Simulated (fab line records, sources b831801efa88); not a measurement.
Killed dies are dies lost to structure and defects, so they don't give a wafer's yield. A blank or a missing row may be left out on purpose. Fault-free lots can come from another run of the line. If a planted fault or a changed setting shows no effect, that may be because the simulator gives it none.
Which tool is to blame?	flow sky130	Sampling: 24 lots, 72 wafers, 5 of 708 route steps

== WHAT THE GAUGES SHOWED, per wafer ==
SKY_LDD_HVN_OVL_MEAS_07. Usual: LDD_HVN_OVL gives -0.4 nm (standard deviation 1.1).
lot	measured	on	LDD_HVN_OVL (nm)	flag
L075	day 21 02:41	overlay-02	-2.0 -1.8 -2.3	
L074	day 21 02:26	overlay-01	1.6 1.9 1.9	
L076	day 21 14:17	overlay-02	-1.2 -1.3 -0.7	
L077	day 22 03:47	overlay-02	1.9 1.0 -0.1	
L079	day 22 20:28	overlay-01	0.1 1.8 0.9	
L078	day 22 21:17	overlay-01	0.2 -0.9 -0.2	
L080	day 23 04:40	overlay-01	-0.1 0.2 -0.3	
L081	day 23 07:28	overlay-01	-0.9 1.3 0.1	
L082	day 23 11:35	overlay-02	-2.1 -1.0 -1.2	
L084	day 24 04:51	overlay-01	-1.6 0.1 -0.3	
L083	day 24 05:44	overlay-02	-2.5 -1.9 -1.8	
L085	day 24 17:32	overlay-02	-0.3 0.5 -0.4	
L086	day 24 19:08	overlay-01	-2.5 -1.2 0.6	
L087	day 24 21:53	overlay-02	-1.7 -1.5 0.2	
L088	day 25 08:26	overlay-01	0.2 -0.7 -0.1	
L089	day 25 14:17	overlay-02	-1.7 -0.1 -0.9	
L090	day 25 23:29	overlay-02	-2.0 0.3 0.2	
L091	day 26 03:52	overlay-02	-1.1 0.9 0.1	
L092	day 26 15:11	overlay-01	-0.7 -1.4 -1.2	
L093	day 26 20:56	overlay-02	-1.3 0.1 1.0	
L094	day 27 04:28	overlay-01	0.6 0.8 1.6	
L095	day 27 19:29	overlay-02	-0.9 -1.5 -1.5	
L096	day 27 21:20	overlay-01	-0.9 -0.5 -0.6	
L097	day 28 05:14	overlay-02	0.8 0.3 -0.2	

SKY_CONTACT_CD_MEAS_14: target cd 170 nm. Usual: cdNm reads 170.1 nm (standard deviation 1.4).
lot	measured	on	cdNm (nm)	flag
L075	day 32 08:44	cdSem-02	170.8 170.6 171.7	
L074	day 32 05:43	cdSem-02	172.1 171.1 170.4	
L076	day 32 20:34	cdSem-01	171.6 171.3 171.8	
L077	day 33 08:46	cdSem-02	169.4 167.9 169.9	
L079	day 33 19:25	cdSem-01	172.3 170.8 170.3	
L078	day 33 20:58	cdSem-02	168.7 168.4 167.9	
L080	day 34 04:50	cdSem-01	169.9 168.7 168.2	
L081	day 34 06:13	cdSem-02	169.7 170.1 171.5	
L082	day 34 09:59	cdSem-02	170.1 168.7 168.5	
L084	day 35 00:34	cdSem-01	170.6 170.6 172.5	
L083	day 35 02:49	cdSem-01	169.7 170.3 168.9	
L085	day 35 11:13	cdSem-01	168.3 167.2 167.5	
L086	day 35 14:16	cdSem-02	171.5 171.1 170.0	
L087	day 35 14:23	cdSem-02	170.3 169.4 169.8	
L088	day 35 23:35	cdSem-02	169.3 168.6 167.1	
L089	day 36 05:15	cdSem-02	170.6 170.4 169.9	
L090	day 36 13:35	cdSem-01	169.2 168.1 168.8	
L091	day 36 16:10	cdSem-01	171.1 171.4 171.2	
L092	day 37 04:28	cdSem-02	169.2 169.3 168.8	
L093	day 37 10:34	cdSem-02	171.6 171.6 172.0	
L094	day 37 15:13	cdSem-01	169.6 170.9 171.8	
L095	day 38 04:40	cdSem-01	170.3 170.6 170.9	
L096	day 38 05:34	cdSem-01	170.4 170.5 169.1	
L097	day 38 13:04	cdSem-01	171.7 172.0 172.1	

SKY_VIA1_OVL_MEAS_13. Usual: VIA1_OVL gives 3 nm (standard deviation 6.1).
lot	measured	on	VIA1_OVL (nm)	flag
L075	day 34 17:31	overlay-02	7 9 1	
L074	day 34 14:45	overlay-01	-4 1 -6	
L076	day 35 05:10	overlay-02	3 0 5	
L077	day 35 16:34	overlay-02	-3 -5 -7	
L079	day 36 03:42	overlay-02	8 10 11	
L078	day 36 04:11	overlay-01	-4 1 4	
L080	day 36 11:40	overlay-02	-2 -5 -7	
L081	day 36 13:43	overlay-02	15 3 -2	
L082	day 36 17:01	overlay-01	9 11 12	
L084	day 37 06:58	overlay-01	6 -3 10	
L083	day 37 09:07	overlay-02	-12 4 -11	
L085	day 37 18:00	overlay-02	10 13 13	
L086	day 37 19:40	overlay-02	6 -5 11	
L087	day 37 19:59	overlay-01	4 2 7	
L088	day 38 05:08	overlay-02	13 15 14	
L089	day 38 11:34	overlay-02	8 4 9	
L090	day 38 17:58	overlay-02	-1 0 5	
L091	day 38 21:45	overlay-02	-3 -3 10	
L092	day 39 09:44	overlay-01	5 3 11	
L093	day 39 15:43	overlay-02	-8 2 2	
L094	day 39 19:22	overlay-01	4 -2 -3	
L095	day 40 10:34	overlay-01	-1 -2 -2	
L096	day 40 10:55	overlay-01	9 11 11	
L097	day 40 17:38	overlay-01	8 6 3	

== WHAT TOOL EACH LOT RAN ON (gives the tool, then ch and the chambers of the sampled wafers, and finally the start) ==
lot	SKY_POLY_GATE_ETCH_16	SKY_METAL1_SPUTTER_01
L075	rieDiel-03 ch 2,3, day 17 01:16	pvdSputter-03, day 32 10:17
L074	rieDiel-01 ch 1,2, day 17 01:41	pvdSputter-02, day 32 07:16
L076	rieDiel-03 ch 0,2,3, day 17 15:30	pvdSputter-01, day 32 22:30
L077	rieDiel-02 ch 0,1,3, day 18 04:48	pvdSputter-01, day 33 10:20
L079	rieDiel-02 ch 2,3, day 18 20:59	pvdSputter-03, day 33 20:59
L078	rieDiel-03 ch 1,2, day 18 21:13	pvdSputter-03, day 33 22:31
L080	rieDiel-02 ch 1,2,3, day 19 06:32	pvdSputter-01, day 34 06:27
L081	rieDiel-01 ch 0,1,2, day 19 07:47	pvdSputter-03, day 34 07:49
L082	rieDiel-03 ch 1,2,3, day 19 12:52	pvdSputter-03, day 34 11:31
L084	rieDiel-01 ch 0,2,3, day 20 07:13	pvdSputter-01, day 35 02:04
L083	rieDiel-03 ch 0,1,3, day 20 07:52	pvdSputter-02, day 35 04:21
L085	rieDiel-02 ch 0,1,2, day 20 19:43	pvdSputter-01, day 35 12:50
L086	rieDiel-01 ch 0,1, day 20 21:19	pvdSputter-02, day 35 15:53
L087	rieDiel-03 ch 1,2,3, day 21 01:01	pvdSputter-01, day 35 16:04
L088	rieDiel-01 ch 0,2,3, day 21 11:40	pvdSputter-01, day 36 01:22
L089	rieDiel-02 ch 2,3, day 21 16:46	pvdSputter-01, day 36 06:46
L090	rieDiel-03 ch 0,1,2, day 22 03:10	pvdSputter-03, day 36 15:07
L091	rieDiel-02 ch 0,2,3, day 22 07:24	pvdSputter-02, day 36 17:45
L092	rieDiel-02 ch 1,2,3, day 22 18:46	pvdSputter-01, day 37 06:00
L093	rieDiel-02 ch 0,1,3, day 23 00:04	pvdSputter-01, day 37 12:07
L094	rieDiel-02 ch 1,3, day 23 08:31	pvdSputter-03, day 37 16:44
L095	rieDiel-03 ch 0,2, day 23 22:43	pvdSputter-02, day 38 06:13
L096	rieDiel-01 ch 0,1,3, day 24 01:04	pvdSputter-01, day 38 07:07
L097	rieDiel-03 ch 0,2,3, day 24 06:52	pvdSputter-03, day 38 14:37
- SKY_POLY_GATE_ETCH_16: etches Si3N4 in CH3F/O2, stops on poly-Si, time 147.5 s, target depth 75 nm.
- SKY_METAL1_SPUTTER_01: material TiN, target thk 20 nm, time 16.7 s.

== WHAT THE TOOLS THEMSELVES READ (means of the sampled wafers that have a number; where no wafer has one, the mark that the record gives instead) ==
SKY_POLY_GATE_ETCH_16. Usual: biasW 79.97 W, standard deviation 0.25; drypumpMotorCurrentA 6.0 A, standard deviation 0.37; oesProductAu 0.641 a.u., standard deviation 0.0052; throttleValvePct 10.535 %, standard deviation 0.01.
lot	tool	biasW (W)	drypumpMotorCurrentA (A)	oesProductAu (a.u.)	throttleValvePct (%)	flag
L075	rieDiel-03	79.79	5.7	0.649	10.537	
L074	rieDiel-01	80.05	5.6	0.643	10.534	
L076	rieDiel-03	79.97	6.1	0.638	10.547	
L077	rieDiel-02	80.02	5.9	0.639	10.528	
L079	rieDiel-02	79.79	5.9	0.640	10.536	
L078	rieDiel-03	80.06	6.0	0.636	10.532	
L080	rieDiel-02	79.88	5.8	0.635	10.538	
L081	rieDiel-01	79.99	5.9	0.642	10.532	
L082	rieDiel-03	80.08	6.0	0.649	10.535	
L084	rieDiel-01	80.21	5.8	0.638	10.532	
L083	rieDiel-03	80.22	6.3	0.640	10.524	
L085	rieDiel-02	79.97	5.8	0.641	10.537	
L086	rieDiel-01	79.99	6.2	0.639	10.536	
L087	rieDiel-03	79.65	5.9	0.637	10.536	
L088	rieDiel-01	79.84	5.8	0.639	10.532	
L089	rieDiel-02	80.08	5.9	0.639	10.542	
L090	rieDiel-03	79.86	6.1	0.636	10.533	
L091	rieDiel-02	80.06	6.0	0.638	10.537	
L092	rieDiel-02	79.96	5.8	0.643	10.537	
L093	rieDiel-02	79.94	5.9	0.641	10.529	
L094	rieDiel-02	80.21	5.9	0.644	10.546	
L095	rieDiel-03	80.12	5.9	0.639	10.541	
L096	rieDiel-01	79.89	6.1	0.636	10.541	
L097	rieDiel-03	79.97	6.1	0.646	10.533	

SKY_METAL1_SPUTTER_01. Usual: throttleValvePct reads 30.0 % (standard deviation 1.1).
lot	tool	throttleValvePct (%)	flag
L075	pvdSputter-03	29.9	
L074	pvdSputter-02	30.7	
L076	pvdSputter-01	29.8	
L077	pvdSputter-01	29.7	
L079	pvdSputter-03	28.8	
L078	pvdSputter-03	29.2	
L080	pvdSputter-01	29.5	
L081	pvdSputter-03	29.1	
L082	pvdSputter-03	28.9	
L084	pvdSputter-01	29.8	
L083	pvdSputter-02	30.0	
L085	pvdSputter-01	30.2	
L086	pvdSputter-02	31.0	
L087	pvdSputter-01	29.9	
L088	pvdSputter-01	29.9	
L089	pvdSputter-01	29.8	
L090	pvdSputter-03	29.1	
L091	pvdSputter-02	31.6	
L092	pvdSputter-01	29.4	
L093	pvdSputter-01	29.6	
L094	pvdSputter-03	30.0	
L095	pvdSputter-02	30.2	
L096	pvdSputter-01	29.8	
L097	pvdSputter-03	29.4	

== THE ANSWER, worked out from the rows above alone ==
Rule: lot off if the mean of its wafers having a number is beyond 3 standard deviations from the usual mean. Also off: a lot with no number at a reading for which 4 or more lots have one. All remaining lots with rows at the step are treated as sound. After the gauges, taken in route order, come the tools' own readings; for these a lot's mean is taken, as printed above. The first step at which some lot is off is used, and at that step the reading that is off furthest; a lot without a number counts as furthest.
No lot is off on any of the readings shown, so nothing can be concluded from this.

== WHAT THE SIMULATOR HAD INSERTED ==
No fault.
